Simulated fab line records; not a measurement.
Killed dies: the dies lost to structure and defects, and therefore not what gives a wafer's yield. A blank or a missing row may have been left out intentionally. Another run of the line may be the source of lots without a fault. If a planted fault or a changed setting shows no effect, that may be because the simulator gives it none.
The tool behind it: which one? | flow sky130 | 18 wafers from 6 lots sampled at 2 of the route's 708 steps

## WHAT THE GAUGES READ, wafer by wafer
SKY_LDD_HVN_TW_MEAS_10.
lot  | measured     | on            | LDD_HVN_TW
L304 | day 20 20:31 | film metro-01 | 1446 1456 1447
L306 | day 22 00:57 | film metro-01 | 1449 1446 1445
L313 | day 24 06:14 | film metro-03 | 1366 1362 1365
L321 | day 27 10:14 | film metro-03 | 1424 1424 1420
L324 | day 28 04:39 | film metro-02 | 1435 1437 1441
L325 | day 28 11:49 | film metro-01 | 1456 1444 1448

## TOOL THAT RAN EACH LOT (tool first, then ch and the chambers of the sampled wafers, then the start)
lot  | SKY_LDD_HVN_IMPLANT_08
L304 | implanter-04 ch 0, day 20 20:17
L306 | implanter-02 ch 0, day 22 00:44
L313 | implanter-04 ch 0, day 24 05:59
L321 | implanter-04 ch 0, day 27 09:59
L324 | implanter-04 ch 0, day 28 04:26
L325 | implanter-01 ch 0, day 28 11:34
- SKY_LDD_HVN_IMPLANT_08

## THE ANSWER, worked out from the rows above alone
Rule: usual is defined by the lots themselves. The widest of any qualifying gaps counts: lots, ordered by their means at a reading, are off when they make up no more than a third of the lots, leave a main group of 4 or more, and stand apart from it by 3 or more times the standard deviation of that group's means. A main group whose means are all the same, to the digits that the tables above print for the reading, isn't used. A lot without any number at a reading at which 4 lots or more have one is off too. Any other lot the step has rows for is counted as sound.
Off: at SKY_LDD_HVN_TW_MEAS_10 (LDD_HVN_TW), L313. The main group: mean 1441, standard deviation 10.
A tool fits if, at a process step before that reading, it ran every lot that is off, and no sound lot after the first of them. The gauges at SKY_LDD_HVN_TW_MEAS_10 are tried like those tools. No candidate that was tried fits.

## WHAT HAD BEEN PUT IN BY THE SIMULATOR
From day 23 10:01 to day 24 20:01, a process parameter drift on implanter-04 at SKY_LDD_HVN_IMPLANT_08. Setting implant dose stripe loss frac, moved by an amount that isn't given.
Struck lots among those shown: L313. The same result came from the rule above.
